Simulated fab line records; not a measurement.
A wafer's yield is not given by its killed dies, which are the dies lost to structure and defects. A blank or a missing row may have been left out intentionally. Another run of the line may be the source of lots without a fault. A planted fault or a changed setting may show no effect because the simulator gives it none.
Which of the tools did it? :: flow sky130 :: 12 lots with 36 wafers sampled at 2 steps, on a route of 708 steps

== WHAT THE GAUGES READ, wafer by wafer ==
SKY_METAL5_THK_MEAS_06: measures by xrf. Usual: METAL5_ALCU_THK typically reads 1161 nm, with standard deviation 18.
lot: L512
measured: day 43 09:28
on: film metro-01
METAL5_ALCU_THK (nm): 1160 1139 1156
flag: 

lot: L513
measured: day 43 04:22
on: film metro-02
METAL5_ALCU_THK (nm): 1135 1167 1165
flag: 

lot: L514
measured: day 43 12:47
on: film metro-04
METAL5_ALCU_THK (nm): 1165 1180 1185
flag: 

lot: L515
measured: day 43 14:00
on: film metro-02
METAL5_ALCU_THK (nm): 1162 1160 1151
flag: 

lot: L516
measured: day 43 16:26
on: film metro-01
METAL5_ALCU_THK (nm): 1154 1159 1126
flag: 

lot: L517
measured: day 44 01:51
on: film metro-01
METAL5_ALCU_THK (nm): 1149 1162 1151
flag: 

lot: L520
measured: day 45 11:53
on: film metro-01
METAL5_ALCU_THK (nm): 1153 1151 1165
flag: 

lot: L522
measured: day 45 18:23
on: film metro-04
METAL5_ALCU_THK (nm): 1158 1176 1146
flag: 

lot: L524
measured: day 46 12:17
on: film metro-01
METAL5_ALCU_THK (nm): 1134 1121 1128
flag: 

lot: L529
measured: day 47 17:38
on: film metro-04
METAL5_ALCU_THK (nm): 1157 1177 1155
flag: 

lot: L534
measured: day 48 14:15
on: film metro-02
METAL5_ALCU_THK (nm): 1202 1171 1194
flag: 

lot: L535
measured: day 48 20:15
on: film metro-04
METAL5_ALCU_THK (nm): 1176 1167 1164
flag: 

== TOOL THAT RAN EACH LOT (tool first, then ch and the chambers of the sampled wafers, then the start) ==
lot: L512
SKY_FIELD_ISO_OXIDATION_01: furnace-01 ch 0, day 1 10:07

lot: L513
SKY_FIELD_ISO_OXIDATION_01: furnace-02 ch 0, day 1 15:10

lot: L514
SKY_FIELD_ISO_OXIDATION_01: furnace-01 ch 0, day 1 20:07

lot: L515
SKY_FIELD_ISO_OXIDATION_01: furnace-01 ch 0, day 2 01:07

lot: L516
SKY_FIELD_ISO_OXIDATION_01: furnace-01 ch 0, day 2 06:07

lot: L517
SKY_FIELD_ISO_OXIDATION_01: furnace-02 ch 0, day 2 12:26

lot: L520
SKY_FIELD_ISO_OXIDATION_01: furnace-02 ch 0, day 3 02:55

lot: L522
SKY_FIELD_ISO_OXIDATION_01: furnace-02 ch 0, day 3 12:07

lot: L524
SKY_FIELD_ISO_OXIDATION_01: furnace-01 ch 0, day 3 22:21

lot: L529
SKY_FIELD_ISO_OXIDATION_01: furnace-01 ch 0, day 5 03:18

lot: L534
SKY_FIELD_ISO_OXIDATION_01: furnace-01 ch 0, day 6 00:07

lot: L535
SKY_FIELD_ISO_OXIDATION_01: furnace-02 ch 0, day 6 05:58
- SKY_FIELD_ISO_OXIDATION_01: stabilise 600 s, purge 300 s, target thk 12 nm.

== AS READ BY THE TOOLS THEMSELVES (means over the sampled wafers that have a number; for cases with no such wafer, the mark the record gives instead) ==
The record holds no such reading with a usual standard deviation.

== THE ANSWER, worked out from the rows above alone ==
Rule: a lot counts as off when the mean over its wafers that have a number is more than 3 standard deviations away from the usual mean. A lot without any number at a reading at which 4 lots or more have one is off too. All remaining lots with rows at the step are treated as sound. First the gauges in route order, then the tools' own readings, where a lot's mean is used as printed above. At the first step where some lot is off, the reading lying furthest off is the one used; lots without a number count as furthest.
No lot is off at any reading shown: from this, nothing can be told.

== WHAT THE SIMULATOR PUT IN ==
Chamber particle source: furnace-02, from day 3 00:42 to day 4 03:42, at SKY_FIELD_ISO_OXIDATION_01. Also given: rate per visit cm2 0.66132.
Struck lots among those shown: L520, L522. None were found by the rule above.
